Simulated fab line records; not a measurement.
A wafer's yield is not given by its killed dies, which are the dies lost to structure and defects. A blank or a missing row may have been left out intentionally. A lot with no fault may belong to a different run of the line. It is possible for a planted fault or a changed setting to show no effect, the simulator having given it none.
Chamber matching -- flow gf180mcu -- GF_V3_CMP_04 on cmp-02: 4 sister chambers
The step polishes SiO2. 22 wafers are shown with their chamber, then 11 later ones without.

WAFERS, EACH WITH ITS CHAMBER
wafer,chamber,motor-current-A (A),time-to-endpoint-s (s)
L405.1,1,12.6,73
L405.3,0,11.4,72
L405.6,0,11.7,82
L406.2,1,12.5,83
L406.4,0,11.7,86
L406.6,3,12.1,89
L407.3,2,10.7,82
L407.4,3,11.8,91
L407.5,0,11.3,83
L408.1,0,11.7,85
L408.4,3,12.2,87
L408.6,1,12.0,84
L411.1,0,12.2,74
L411.2,2,10.9,78
L411.5,3,11.8,89
L410.2,1,12.2,84
L410.3,3,11.5,87
L410.6,3,11.5,94
L413.1,0,12.0,79
L413.3,1,12.5,81
L413.6,3,11.8,89
L412.1,2,11.3,76

SIGNATURES (means of the wafers above)
reading,chamber 0,chamber 1,chamber 2,chamber 3,scatter within a chamber
motor-current-A,11.714,12.360,10.967,11.814,0.284
time-to-endpoint-s,80.14,81.00,78.67,89.43,4.18
Rule: a wafer lies at a distance from a chamber equal to the root of the sum of squares, over the readings, of (its reading less the chamber's mean, divided by the reading's scatter). If the next closest chamber is less than 2 further off than the closest, the wafer can't be placed; otherwise it belongs to the closest. How the scatter is found: for the shown wafers, subtract from each reading the mean of its chamber, square and add these, divide the total by (wafers less chambers), then take the root.

WAFERS WITHOUT THEIR CHAMBER
wafer,motor-current-A (A),time-to-endpoint-s (s)
L412.2,13.0,83
L412.5,12.0,83
L421.2,11.4,82
L421.3,12.0,76
L421.5,11.9,85
L427.2,12.2,78
L427.3,11.4,77
L427.6,12.5,80
L428.4,12.0,90
L428.5,12.5,84
L428.6,10.7,81

THE CHAMBER EACH PASSED THROUGH
wafer,from the rows above,in truth
L412.2,1,1
L412.5,can't be placed: 0 or 1 or 3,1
L421.2,can't be placed: 0 or 2 or 3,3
L421.3,can't be placed: 0 or 1 or 3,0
L421.5,can't be placed: 3 or 0 or 1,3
L427.2,can't be placed: 1 or 0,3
L427.3,can't be placed: 0 or 2 or 3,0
L427.6,1,1
L428.4,can't be placed: 3 or 1 or 0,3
L428.5,can't be placed: 1 or 3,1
L428.6,2,2
Correctly placed: 3 of 11. From these rows, 8 cannot be placed; in 7 the true chamber is one of the candidates. Wrongly placed: 0.
